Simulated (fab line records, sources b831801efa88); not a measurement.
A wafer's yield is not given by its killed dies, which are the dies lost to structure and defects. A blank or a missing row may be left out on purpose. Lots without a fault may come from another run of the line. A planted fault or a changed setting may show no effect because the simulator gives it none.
Which tool was responsible? | flow gf180mcu | 7 lots with 21 wafers sampled at 3 steps, on a route of 602 steps

WHAT THE GAUGES SHOWED, per wafer
GF_MIM_RS_MEAS_10: measurement is done with a four-point probe.
lot  | measured     | on            | MIM_ALCU_RS (ohm/sq)
L435 | day 25 02:06 | film metro-03 | 0.1600 0.1600 0.1609
L437 | day 25 16:23 | film metro-02 | 0.1609 0.1629 0.1593
L440 | day 26 15:16 | film metro-03 | 0.1612 0.1605 0.1605
L444 | day 28 01:20 | film metro-03 | 0.1603 0.1606 0.1618
L450 | day 29 16:40 | film metro-03 | 0.1586 0.1583 0.1602
L454 | day 30 18:32 | film metro-03 | 0.1579 0.1589 0.1602
L457 | day 31 07:40 | film metro-02 | 0.1594 0.1587 0.1590

TOOL THAT RAN EACH LOT (tool first, then ch and the chambers of the sampled wafers, then the start)
lot  | GF_MIM_SPUTTER_01            | GF_MIM_SPUTTER_03
L435 | pvd sputter-01, day 25 01:47 | pvd sputter-01, day 25 01:51
L437 | pvd sputter-03, day 25 16:04 | pvd sputter-03, day 25 16:07
L440 | pvd sputter-01, day 26 14:54 | pvd sputter-01, day 26 14:58
L444 | pvd sputter-01, day 28 01:01 | pvd sputter-01, day 28 01:04
L450 | pvd sputter-03, day 29 16:22 | pvd sputter-03, day 29 16:25
L454 | pvd sputter-01, day 30 18:13 | pvd sputter-01, day 30 18:16
L457 | pvd sputter-03, day 31 07:21 | pvd sputter-03, day 31 07:25
- GF_MIM_SPUTTER_01: material TiN, target thk 30 nm, time 25 s.
- GF_MIM_SPUTTER_03: material Ti, target thk 10 nm, time 6.7 s.

THE ANSWER, worked out from the rows above alone
Rule: the usual values come from the lots themselves. The widest of any qualifying gaps counts: lots, ordered by their means at a reading, are off when they make up no more than a third of the lots, leave a main group of 4 or more, and stand apart from it by 3 or more times the standard deviation of that group's means. A main group whose means are all the same, to the digits that the tables above print for the reading, isn't used. A lot without any number at a reading at which 4 lots or more have one is off too. All remaining lots with rows at the step are treated as sound.
Nothing can be told from this: no lot is off at any reading shown.

WHAT HAD BEEN PUT IN BY THE SIMULATOR
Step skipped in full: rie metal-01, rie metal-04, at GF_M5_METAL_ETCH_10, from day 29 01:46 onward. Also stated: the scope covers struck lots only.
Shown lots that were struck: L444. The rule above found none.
